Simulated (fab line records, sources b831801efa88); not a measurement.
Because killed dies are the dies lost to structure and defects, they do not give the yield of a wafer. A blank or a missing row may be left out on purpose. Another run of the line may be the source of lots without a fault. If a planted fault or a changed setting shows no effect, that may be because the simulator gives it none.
What tool caused it? :: flow sky130 :: 14 lots, 42 wafers sampled, at 4 steps of a route of 708

## WHAT EACH GAUGE READ, for each wafer
No reading from a measuring or inspecting step in the record can be judged against a usual standard deviation.

## WHAT TOOL EACH LOT RAN ON (gives the tool, then ch and the chambers of the sampled wafers, and finally the start)
lot: L713
SKY_VIA2_ETCH_14: rieDiel-03 ch 0,2, day 36 04:20
SKY_VIA2_ETCH_15: rieDiel-03 ch 0,2, day 36 04:23
SKY_VIA2_STRIP_16: plasmaAsher-01 ch 0, day 36 04:26
SKY_METAL3_SPUTTER_00: pvdSputter-03, day 36 05:43

lot: L715
SKY_VIA2_ETCH_14: rieDiel-01 ch 0,2, day 37 00:43
SKY_VIA2_ETCH_15: rieDiel-01 ch 0,2, day 37 00:46
SKY_VIA2_STRIP_16: plasmaAsher-01 ch 0,1, day 37 00:49
SKY_METAL3_SPUTTER_00: pvdSputter-03, day 37 02:05

lot: L716
SKY_VIA2_ETCH_14: rieDiel-01 ch 0,2, day 37 03:08
SKY_VIA2_ETCH_15: rieDiel-01 ch 0,2, day 37 03:10
SKY_VIA2_STRIP_16: plasmaAsher-01 ch 0,1, day 37 03:14
SKY_METAL3_SPUTTER_00: pvdSputter-03, day 37 04:32

lot: L717
SKY_VIA2_ETCH_14: rieDiel-03 ch 1,2, day 37 22:07
SKY_VIA2_ETCH_15: rieDiel-03 ch 1,2, day 37 22:09
SKY_VIA2_STRIP_16: plasmaAsher-02 ch 0,1, day 37 22:13
SKY_METAL3_SPUTTER_00: pvdSputter-03, day 37 23:31

lot: L718
SKY_VIA2_ETCH_14: rieDiel-02 ch 0,1,2, day 38 00:05
SKY_VIA2_ETCH_15: rieDiel-02 ch 0,1,2, day 38 00:07
SKY_VIA2_STRIP_16: plasmaAsher-04 ch 0,1, day 38 00:11
SKY_METAL3_SPUTTER_00: pvdSputter-02, day 38 01:29

lot: L720
SKY_VIA2_ETCH_14: rieDiel-02 ch 0,2,3, day 38 12:11
SKY_VIA2_ETCH_15: rieDiel-02 ch 0,2,3, day 38 12:13
SKY_VIA2_STRIP_16: plasmaAsher-04 ch 0,1, day 38 12:17
SKY_METAL3_SPUTTER_00: pvdSputter-04, day 38 13:33

lot: L721
SKY_VIA2_ETCH_14: rieDiel-02 ch 0,2,3, day 38 22:44
SKY_VIA2_ETCH_15: rieDiel-02 ch 0,2,3, day 38 22:47
SKY_VIA2_STRIP_16: plasmaAsher-04 ch 0,1, day 38 22:50
SKY_METAL3_SPUTTER_00: pvdSputter-04, day 39 00:06

lot: L722
SKY_VIA2_ETCH_14: rieDiel-02 ch 1,2,3, day 39 07:29
SKY_VIA2_ETCH_15: rieDiel-02 ch 1,2,3, day 39 07:31
SKY_VIA2_STRIP_16: plasmaAsher-01 ch 0,1, day 39 07:35
SKY_METAL3_SPUTTER_00: pvdSputter-04, day 39 08:51

lot: L723
SKY_VIA2_ETCH_14: rieDiel-02 ch 0,1,3, day 39 10:44
SKY_VIA2_ETCH_15: rieDiel-02 ch 0,1,3, day 39 10:46
SKY_VIA2_STRIP_16: plasmaAsher-01 ch 0,1, day 39 10:50
SKY_METAL3_SPUTTER_00: pvdSputter-04, day 39 12:07

lot: L724
SKY_VIA2_ETCH_14: rieDiel-01 ch 1,2,3, day 39 20:59
SKY_VIA2_ETCH_15: rieDiel-01 ch 1,2,3, day 39 21:02
SKY_VIA2_STRIP_16: plasmaAsher-02 ch 0,1, day 39 21:05
SKY_METAL3_SPUTTER_00: pvdSputter-02, day 39 22:21

lot: L732
SKY_VIA2_ETCH_14: rieDiel-02 ch 1,2,3, day 42 11:01
SKY_VIA2_ETCH_15: rieDiel-02 ch 1,2,3, day 42 11:03
SKY_VIA2_STRIP_16: plasmaAsher-01 ch 0,1, day 42 11:07
SKY_METAL3_SPUTTER_00: pvdSputter-02, day 42 12:23

lot: L733
SKY_VIA2_ETCH_14: rieDiel-03 ch 0,3, day 42 14:08
SKY_VIA2_ETCH_15: rieDiel-03 ch 0,3, day 42 14:11
SKY_VIA2_STRIP_16: plasmaAsher-04 ch 0,1, day 42 14:14
SKY_METAL3_SPUTTER_00: pvdSputter-02, day 42 15:31

lot: L735
SKY_VIA2_ETCH_14: rieDiel-02 ch 0,1,3, day 42 22:32
SKY_VIA2_ETCH_15: rieDiel-02 ch 0,1,3, day 42 22:34
SKY_VIA2_STRIP_16: plasmaAsher-02 ch 0,1, day 42 22:38
SKY_METAL3_SPUTTER_00: pvdSputter-03, day 42 23:56

lot: L736
SKY_VIA2_ETCH_14: rieDiel-03 ch 1,2, day 43 03:11
SKY_VIA2_ETCH_15: rieDiel-03 ch 1,2, day 43 03:13
SKY_VIA2_STRIP_16: plasmaAsher-04 ch 0,1, day 43 03:17
SKY_METAL3_SPUTTER_00: pvdSputter-02, day 43 04:33
- SKY_VIA2_ETCH_14: etches BARC in N2/H2, stops on SiO2, time 45.9 s, target depth 60 nm.
- SKY_VIA2_ETCH_15: etches SiO2 in C4F8/O2/Ar, stops on TiN, target depth 546 nm, time 84 s.
- SKY_VIA2_STRIP_16: strips in O2/N2.
- SKY_METAL3_SPUTTER_00: material Ti, target thk 15 nm, time 10 s.

## AS READ BY THE TOOLS THEMSELVES (means over the sampled wafers that have a number; for cases with no such wafer, the mark the record gives instead)
SKY_VIA2_ETCH_14.
lot: L713
tool: rieDiel-03
drypumpMotorCurrentA (A): 5.62
oesProductAu (a.u.): 0.858
throttleValvePct (%): 13.227

lot: L715
tool: rieDiel-01
drypumpMotorCurrentA (A): 5.89
oesProductAu (a.u.): 0.852
throttleValvePct (%): 13.224

lot: L716
tool: rieDiel-01
drypumpMotorCurrentA (A): 5.87
oesProductAu (a.u.): 0.853
throttleValvePct (%): 13.226

lot: L717
tool: rieDiel-03
drypumpMotorCurrentA (A): 5.48
oesProductAu (a.u.): 0.852
throttleValvePct (%): 13.225

lot: L718
tool: rieDiel-02
drypumpMotorCurrentA (A): 5.44
oesProductAu (a.u.): 0.853
throttleValvePct (%): 13.224

lot: L720
tool: rieDiel-02
drypumpMotorCurrentA (A): 5.59
oesProductAu (a.u.): 0.854
throttleValvePct (%): 13.219

lot: L721
tool: rieDiel-02
drypumpMotorCurrentA (A): 5.58
oesProductAu (a.u.): 0.854
throttleValvePct (%): 13.219

lot: L722
tool: rieDiel-02
drypumpMotorCurrentA (A): 5.52
oesProductAu (a.u.): 0.842
throttleValvePct (%): 13.221

lot: L723
tool: rieDiel-02
drypumpMotorCurrentA (A): 5.25
oesProductAu (a.u.): 0.847
throttleValvePct (%): 13.224

lot: L724
tool: rieDiel-01
drypumpMotorCurrentA (A): 5.63
oesProductAu (a.u.): 0.857
throttleValvePct (%): 13.222

lot: L732
tool: rieDiel-02
drypumpMotorCurrentA (A): 5.54
oesProductAu (a.u.): 0.858
throttleValvePct (%): 13.231

lot: L733
tool: rieDiel-03
drypumpMotorCurrentA (A): 5.61
oesProductAu (a.u.): 0.852
throttleValvePct (%): 13.226

lot: L735
tool: rieDiel-02
drypumpMotorCurrentA (A): 5.27
oesProductAu (a.u.): 0.855
throttleValvePct (%): 13.230

lot: L736
tool: rieDiel-03
drypumpMotorCurrentA (A): 5.48
oesProductAu (a.u.): 0.861
throttleValvePct (%): 13.226

SKY_VIA2_ETCH_15.
lot: L713
tool: rieDiel-03
oesProductAu (a.u.): 0.937

lot: L715
tool: rieDiel-01
oesProductAu (a.u.): 0.940

lot: L716
tool: rieDiel-01
oesProductAu (a.u.): 0.942

lot: L717
tool: rieDiel-03
oesProductAu (a.u.): 0.945

lot: L718
tool: rieDiel-02
oesProductAu (a.u.): 0.936

lot: L720
tool: rieDiel-02
oesProductAu (a.u.): 0.940

lot: L721
tool: rieDiel-02
oesProductAu (a.u.): 0.940

lot: L722
tool: rieDiel-02
oesProductAu (a.u.): 0.751

lot: L723
tool: rieDiel-02
oesProductAu (a.u.): 0.751

lot: L724
tool: rieDiel-01
oesProductAu (a.u.): 0.940

lot: L732
tool: rieDiel-02
oesProductAu (a.u.): 0.938

lot: L733
tool: rieDiel-03
oesProductAu (a.u.): 0.941

lot: L735
tool: rieDiel-02
oesProductAu (a.u.): 0.938

lot: L736
tool: rieDiel-03
oesProductAu (a.u.): 0.940

SKY_VIA2_STRIP_16.
lot: L713
tool: plasmaAsher-01
drypumpMotorCurrentA (A): 5.1
o2FlowSccm (sccm): 3000
oesProductAu (a.u.): 0.400
stripTimeToEndpointS (s): 4.035

lot: L715
tool: plasmaAsher-01
drypumpMotorCurrentA (A): 5.5
o2FlowSccm (sccm): 3006
oesProductAu (a.u.): 0.396
stripTimeToEndpointS (s): 4.011

lot: L716
tool: plasmaAsher-01
drypumpMotorCurrentA (A): 5.3
o2FlowSccm (sccm): 2995
oesProductAu (a.u.): 0.399
stripTimeToEndpointS (s): 4.027

lot: L717
tool: plasmaAsher-02
drypumpMotorCurrentA (A): 5.6
o2FlowSccm (sccm): 3000
oesProductAu (a.u.): 0.396
stripTimeToEndpointS (s): 4.045

lot: L718
tool: plasmaAsher-04
drypumpMotorCurrentA (A): 5.8
o2FlowSccm (sccm): 3000
oesProductAu (a.u.): 0.397
stripTimeToEndpointS (s): 4.026

lot: L720
tool: plasmaAsher-04
drypumpMotorCurrentA (A): 5.8
o2FlowSccm (sccm): 3009
oesProductAu (a.u.): 0.402
stripTimeToEndpointS (s): 4.044

lot: L721
tool: plasmaAsher-04
drypumpMotorCurrentA (A): 5.8
o2FlowSccm (sccm): 3001
oesProductAu (a.u.): 0.398
stripTimeToEndpointS (s): 4.043

lot: L722
tool: plasmaAsher-01
drypumpMotorCurrentA (A): 5.5
o2FlowSccm (sccm): 2996
oesProductAu (a.u.): 0.400
stripTimeToEndpointS (s): 4.096

lot: L723
tool: plasmaAsher-01
drypumpMotorCurrentA (A): 5.3
o2FlowSccm (sccm): 2999
oesProductAu (a.u.): 0.402
stripTimeToEndpointS (s): 4.082

lot: L724
tool: plasmaAsher-02
drypumpMotorCurrentA (A): 5.6
o2FlowSccm (sccm): 3000
oesProductAu (a.u.): 0.397
stripTimeToEndpointS (s): 4.044

lot: L732
tool: plasmaAsher-01
drypumpMotorCurrentA (A): 5.3
o2FlowSccm (sccm): 2998
oesProductAu (a.u.): 0.399
stripTimeToEndpointS (s): 4.054

lot: L733
tool: plasmaAsher-04
drypumpMotorCurrentA (A): 5.8
o2FlowSccm (sccm): 2998
oesProductAu (a.u.): 0.399
stripTimeToEndpointS (s): 4.071

lot: L735
tool: plasmaAsher-02
drypumpMotorCurrentA (A): 5.8
o2FlowSccm (sccm): 2998
oesProductAu (a.u.): 0.400
stripTimeToEndpointS (s): 4.042

lot: L736
tool: plasmaAsher-04
drypumpMotorCurrentA (A): 5.8
o2FlowSccm (sccm): 3008
oesProductAu (a.u.): 0.397
stripTimeToEndpointS (s): 4.049

SKY_METAL3_SPUTTER_00.
lot: L713
tool: pvdSputter-03
cathodeDcPowerW (W): 2999.9
throttleValvePct (%): 31.0

lot: L715
tool: pvdSputter-03
cathodeDcPowerW (W): 2999.9
throttleValvePct (%): 29.6

lot: L716
tool: pvdSputter-03
cathodeDcPowerW (W): 2999.4
throttleValvePct (%): 29.6

lot: L717
tool: pvdSputter-03
cathodeDcPowerW (W): 2999.9
throttleValvePct (%): 31.3

lot: L718
tool: pvdSputter-02
cathodeDcPowerW (W): 3000.2
throttleValvePct (%): 29.9

lot: L720
tool: pvdSputter-04
cathodeDcPowerW (W): 2999.5
throttleValvePct (%): 31.6

lot: L721
tool: pvdSputter-04
cathodeDcPowerW (W): 3000.0
throttleValvePct (%): 32.0

lot: L722
tool: pvdSputter-04
cathodeDcPowerW (W): 3000.2
throttleValvePct (%): 31.5

lot: L723
tool: pvdSputter-04
cathodeDcPowerW (W): 2999.8
throttleValvePct (%): 31.6

lot: L724
tool: pvdSputter-02
cathodeDcPowerW (W): 3000.1
throttleValvePct (%): 29.9

lot: L732
tool: pvdSputter-02
cathodeDcPowerW (W): 2999.7
throttleValvePct (%): 30.7

lot: L733
tool: pvdSputter-02
cathodeDcPowerW (W): 2999.8
throttleValvePct (%): 30.6

lot: L735
tool: pvdSputter-03
cathodeDcPowerW (W): 2999.9
throttleValvePct (%): 29.6

lot: L736
tool: pvdSputter-02
cathodeDcPowerW (W): 2999.7
throttleValvePct (%): 30.9

## THE ANSWER, worked out from the rows above alone
Rule: usual is defined by the lots themselves. Put in order of their means at a reading, lots are off if they are a third of the lots or fewer, leave a main group of 4 or more, and stand apart from it by a gap of 3 or more times the standard deviation of the main group's means; of several such gaps the widest counts. A main group is skipped when, at the precision printed for the reading in the tables above, its means are all equal. A lot without any number at a reading at which 4 lots or more have one is off too. Where the step has rows for the other lots, those lots are counted as sound. The gauges are gone through in route order, then the tools' own readings, and for those a lot's mean is taken as printed above. At the first step where some lot is off, the reading lying furthest off is the one used; lots without a number count as furthest.
Off at SKY_VIA2_ETCH_15 (oesProductAu): L722, L723. The main group: mean 0.940 a.u., standard deviation 0.0023.
A tool fits if, at that step or a process step before it, it ran every lot that is off, and no sound lot after the first of them. Of those tried, none fits.

## WHAT THE SIMULATOR HAD INSERTED
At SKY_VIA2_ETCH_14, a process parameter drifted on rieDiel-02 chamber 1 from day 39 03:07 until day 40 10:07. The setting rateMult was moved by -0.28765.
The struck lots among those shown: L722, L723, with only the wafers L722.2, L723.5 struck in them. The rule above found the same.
